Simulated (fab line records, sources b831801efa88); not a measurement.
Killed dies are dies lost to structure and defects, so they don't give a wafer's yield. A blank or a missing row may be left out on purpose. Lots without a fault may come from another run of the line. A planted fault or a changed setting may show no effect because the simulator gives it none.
fab line records | flow sky130
record lots=14 wafers=42 last_day=50
route steps=708 shown POLY_GATE@227 LDD_P@261 LDD_HVN@276
lots that met no fault: from a run of the same line without faults
start_h: hours from the record's first day to the start of the lot's first wafer shown | wait_h: hours since the lot's step before | " the same as in the row above | L1.1+2: a row that stands for several wafers | - no value, or no start given | * or withheld: withheld | < > ~ a bound
route shown NAME@n: a module of which the file shows steps, and the number in the route of the first | usual: mean/standard deviation of fault-free wafers | same: alike in all rows | chamber/n: place in a boat | sites: the reading at each site | _std_site: their standard deviation | _edge_site: outer sites' mean less inner sites' | radius_mm: how far each site lies from the wafer's centre | mask NAME#n: copy n | behind: the tool/chamber that last shaped the wafer | hold: why the lot was held/for how many hours/how that ended | device: the transistor (n, p or np) that didn't switch | end of line: the same wafers' tests at the end of the route | a step without rows: its recipe alone | killed: dies lost to structure and defects at the first sort, not the wafer's yield | map: a wafer's dies, x killed, . not, _ none there
set.NAME: the setting as run; set.NAME@STEP: as run at that earlier step | model.NAME: the simulator's own value behind a step, which no gauge read
steps of the route over a sample of lots; a table a step, a row a wafer
services: from which hour (start_h, from the record's first day; less than 0 if before it) a tool's chamber was out of use, for how many hours, and why
## steps
# step SKY_POLY_GATE_CD_MEAS_13
# recipe target_cd_nm=150
# usual cd_nm=149.7/1.6
# columns lot.wafer tool chamber start_h wait_h cd_nm
L495.2 cd_sem-02 - 399.75 - 153.1
L495.4 " - " " 154.3
L495.5 " - " " 154.1
L494.1 cd_sem-01 - 402.18 - 150.4
L494.4 " - " " 149.4
L494.6 " - " " 149.7
L496.2 cd_sem-01 - 402.44 - 150.9
L496.3 " - " " 151.0
L496.5 " - " " 151.6
L497.2 cd_sem-01 - 406.07 - 149.1
L497.4 " - " " 149.1
L497.5 " - " " 149.0
L498.1 cd_sem-01 - 421.20 - 148.9
L498.2 " - " " 149.2
L498.3 " - " " 148.9
L499.2 cd_sem-02 - 433.00 - 149.5
L499.4 " - " " 149.6
L499.6 " - " " 149.7
L500.2 cd_sem-02 - 437.64 - 149.2
L500.3 " - " " 149.6
L500.6 " - " " 150.0
L502.1 cd_sem-02 - 441.18 - 145.7
L502.3 " - " " 145.3
L502.6 " - " " 145.9
L505.1 cd_sem-01 - 473.60 - 149.3
L505.2 " - " " 148.1
L505.4 " - " " 149.9
L506.3 cd_sem-01 - 484.20 - 149.8
L506.5 " - " " 150.4
L506.6 " - " " 150.1
L508.2 cd_sem-01 - 495.33 - 151.1
L508.3 " - " " 150.3
L508.6 " - " " 149.3
L515.2 cd_sem-01 - 562.47 - 148.7
L515.3 " - " " 149.6
L515.4 " - " " 149.0
L517.2 cd_sem-01 - 565.67 - 150.2
L517.5 " - " " 150.0
L517.6 " - " " 150.7
L516.2 cd_sem-01 - 567.55 - 149.1
L516.4 " - " " 150.5
L516.6 " - " " 150.0
# step SKY_LDD_P_DEVELOP_06
# recipe resist=NOVOLAK developer=TMAH develop_time_s=60 dev_temp_c=23
# usual chill_plate_temp_C=23.00/0.1 develop_time_s=60/0
# columns lot.wafer tool chamber start_h wait_h chill_plate_temp_C develop_time_s
L495.2 litho_track-03 0 464.97 0.1 23.16 60
L495.4 " 0 " " 22.93 60
L495.5 " 0 " " 23.03 60
L494.1 litho_track-04 0 467.58 0.1 23.16 60
L494.4 " 0 " " 23.12 60
L494.6 " 0 " " 23.03 60
L496.2 litho_track-03 0 467.82 0.1 22.94 60
L496.3 " 0 " " 22.90 60
L496.5 " 0 " " 22.82 60
L497.2 litho_track-03 0 470.22 0.1 23.08 60
L497.4 " 0 " " 23.09 60
L497.5 " 0 " " 22.92 60
L498.1 litho_track-04 0 485.43 0.1 22.92 60
L498.2 " 0 " " 22.86 60
L498.3 " 0 " " 23.00 60
L499.2 litho_track-01 0 497.47 0.1 23.15 60
L499.4 " 0 " " 23.06 60
L499.6 " 0 " " 22.95 60
L500.2 litho_track-03 0 502.67 0.1 23.14 60
L500.3 " 0 " " 23.04 60
L500.6 " 0 " " 23.02 60
L502.1 litho_track-04 0 506.68 0.1 22.97 60
L502.3 " 0 " " 22.91 60
L502.6 " 0 " " 22.96 60
L505.1 litho_track-01 - 537.74 0.1 - -
L505.2 " - " " - -
L505.4 " - " " - -
L506.3 litho_track-04 - 548.83 0.1 - -
L506.5 " - " " - -
L506.6 " - " " - -
L508.2 litho_track-03 0 559.82 0.1 22.91 60
L508.3 " 0 " " 22.94 60
L508.6 " 0 " " 22.81 60
L515.2 litho_track-03 0 624.62 0.1 23.17 60
L515.3 " 0 " " 23.08 60
L515.4 " 0 " " 23.31 60
L517.2 litho_track-04 0 627.06 0.1 23.07 60
L517.5 " 0 " " 22.87 60
L517.6 " 0 " " 23.13 60
L516.2 litho_track-03 0 628.62 0.1 22.99 60
L516.4 " 0 " " 22.98 60
L516.6 " 0 " " 22.88 60
# step SKY_LDD_P_CD_MEAS_07
# recipe target_cd_nm=380
# usual cd_nm=379.8/2.4
# columns lot.wafer tool chamber start_h wait_h cd_nm
L495.2 cd_sem-01 - 465.12 0.1 379.8
L495.4 " - " " 379.4
L495.5 " - " " 382.7
L494.1 cd_sem-02 - 467.73 0.1 380.3
L494.4 " - " " 381.4
L494.6 " - " " 380.4
L496.2 cd_sem-01 - 467.97 0.1 377.8
L496.3 " - " " 380.4
L496.5 " - " " 379.8
L497.2 cd_sem-01 - 470.37 0.1 380.9
L497.4 " - " " 380.7
L497.5 " - " " 380.9
L498.1 cd_sem-01 - 485.58 0.1 380.1
L498.2 " - " " 379.4
L498.3 " - " " 378.8
L499.2 cd_sem-01 - 497.61 0.1 379.9
L499.4 " - " " 379.6
L499.6 " - " " 379.4
L500.2 cd_sem-01 - 502.82 0.1 377.5
L500.3 " - " " 376.8
L500.6 " - " " 378.5
L502.1 cd_sem-02 - 506.83 0.1 380.7
L502.3 " - " " 381.4
L502.6 " - " " 381.1
L505.1 cd_sem-01 - 537.89 0.1 -
L505.2 " - " " -
L505.4 " - " " -
L506.3 cd_sem-02 - 548.97 0.1 -
L506.5 " - " " -
L506.6 " - " " -
L508.2 cd_sem-01 - 559.97 0.1 379.2
L508.3 " - " " 379.4
L508.6 " - " " 378.6
L515.2 cd_sem-02 - 624.77 0.1 380.7
L515.3 " - " " 380.9
L515.4 " - " " 379.3
L517.2 cd_sem-02 - 627.20 0.1 381.4
L517.5 " - " " 382.5
L517.6 " - " " 379.5
L516.2 cd_sem-02 - 628.77 0.1 381.1
L516.4 " - " " 383.8
L516.6 " - " " 381.5
# step SKY_LDD_HVN_STRIP_09
# recipe chemistry=O2/N2 power_w=1400 pressure_mtorr=1500 platen_temp_c=withheld o2_flow_sccm=3000 n2_flow_sccm=300 overash_fraction=0.5
# usual chamber_pressure_mTorr=1500.2/1.4 drypump_motor_current_A=5.7/0.42 oes_product_au=0.408/0.0043 strip_time_to_endpoint_s=4.133/0.014
# columns lot.wafer tool chamber start_h wait_h chamber_pressure_mTorr drypump_motor_current_A oes_product_au rf_hours_counter_h strip_time_to_endpoint_s
L495.2 plasma_asher-01 1 496.68 0.1 1500.2 5.7 0.404 82 4.143
L495.4 " 1 " " 1501.2 5.7 0.420 - 4.129
L495.5 " 0 " " 1500.0 5.2 0.408 - 4.125
L494.1 plasma_asher-04 0 498.99 0.1 1502.3 6.0 0.406 38 4.146
L494.4 " 0 " " 1500.7 6.0 0.407 - 4.141
L494.6 " 1 " " 1501.3 6.3 0.407 - 4.142
L496.2 plasma_asher-02 1 499.35 0.1 1500.3 5.1 0.400 65 4.139
L496.3 " 0 " " 1498.4 5.7 0.411 - 4.135
L496.5 " 1 " " 1499.5 5.1 0.408 - 4.143
L497.2 plasma_asher-04 0 501.65 0.1 1499.9 5.9 0.407 38 4.147
L497.4 " 1 " " 1501.1 6.3 0.406 - 4.159
L497.5 " 0 " " 1498.1 5.9 0.403 - 4.147
L498.1 plasma_asher-04 1 517.58 0.1 1501.2 6.4 0.399 40 4.131
L498.2 " 0 " " 1499.9 5.9 0.399 40 4.119
L498.3 " 0 " " 1499.0 6.0 0.414 - 4.122
L499.2 plasma_asher-01 0 529.35 0.1 1502.1 5.2 0.414 85 4.134
L499.4 " 0 " " 1501.0 5.2 0.406 - 4.115
L499.6 " 0 " " 1500.3 5.2 0.405 - 4.139
L500.2 plasma_asher-01 1 534.05 0.1 1501.4 5.7 0.418 86 4.106
L500.3 " 0 " " 1500.8 5.2 0.411 - 4.137
L500.6 " 0 " " 1498.9 5.2 0.408 - 4.133
L502.1 plasma_asher-01 0 537.69 0.1 1500.7 5.2 0.410 86 4.136
L502.3 " 1 " " 1501.3 5.7 0.406 - 4.122
L502.6 " 0 " " 1500.7 5.2 0.407 - 4.131
L505.1 plasma_asher-04 0 567.73 0.1 1500.7 5.9 0.414 45 4.106
L505.2 " 1 " " 1497.5 6.3 0.411 45 4.099
L505.4 " 1 " " 1500.3 6.3 0.407 - 4.138
L506.3 plasma_asher-02 0 577.92 0.1 1502.5 5.7 0.407 - 4.136
L506.5 " 0 " " 1500.3 5.7 0.411 - 4.138
L506.6 " 1 " " 1500.3 5.1 0.407 - 4.111
L508.2 plasma_asher-04 1 589.95 0.1 1498.3 6.3 0.409 47 4.128
L508.3 " 0 " " 1498.4 5.9 0.410 - 4.139
L508.6 " 1 " " 1500.5 6.3 0.409 - 4.125
L515.2 plasma_asher-04 1 654.53 0.1 1503.3 6.3 0.409 53 4.135
L515.3 " 1 " " 1499.9 6.4 0.407 - 4.160
L515.4 " 0 " " 1499.6 5.9 0.398 - 4.114
L517.2 plasma_asher-02 1 656.17 0.1 1499.7 5.1 0.409 81 4.127
L517.5 " 1 " " 1497.2 5.1 0.407 - 4.154
L517.6 " 0 " " 1499.8 5.7 0.413 - 4.137
L516.2 plasma_asher-02 0 658.63 0.1 1499.5 5.7 0.409 81 4.159
L516.4 " 0 " " 1501.0 5.7 0.415 - 4.141
L516.6 " 0 " " 1500.2 5.7 0.405 - 4.165
## services
# columns tool chamber start_h hours kind
plasma_asher-01 - 455.98 4.2 repair
plasma_asher-02 - 464.49 2.4 repair
plasma_asher-01 - 464.81 1.4 repair
plasma_asher-01 - 500.85 1.5 repair
plasma_asher-02 - 563.22 1.2 repair
plasma_asher-04 - 591.40 2.8 pm
plasma_asher-02 - 602.79 1.9 repair
litho_track-03 - 620.99 - consumable_replace:filter
plasma_asher-01 - 649.92 0.5 repair
## key
first_sign step=SKY_LDD_P_DEVELOP_06 reading=tool_record direction=missing
effect none on later readings
met_at SKY_LDD_P_DEVELOP_06
struck_lots L505,L506
sort_left_out L505.1,L505.2,L505.4,L506.3,L506.5,L506.6
tester_left_out L505,L506
not_acting_at SKY_POLY_GATE_CD_MEAS_13,SKY_LDD_P_CD_MEAS_07,SKY_LDD_HVN_STRIP_09
onset_between 506.68 537.74
fault kind=skipped_step_whole tool=litho_track-01,litho_track-04 chamber=- onset_h=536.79 steps=SKY_LDD_P_DEVELOP_06 scope=struck_lots_only
# tester_left_out: of these lots the tester's yield and bins aren't shown, on N5 and GAA mostly nor the transistor test; their killed dies are dies lost to structure and defects alone, not to doping, threshold or leakage, so they don't give the yield
# sort_left_out: the simulated sort isn't trusted on such a fault, so these wafers' sort isn't shown, and their yield isn't known
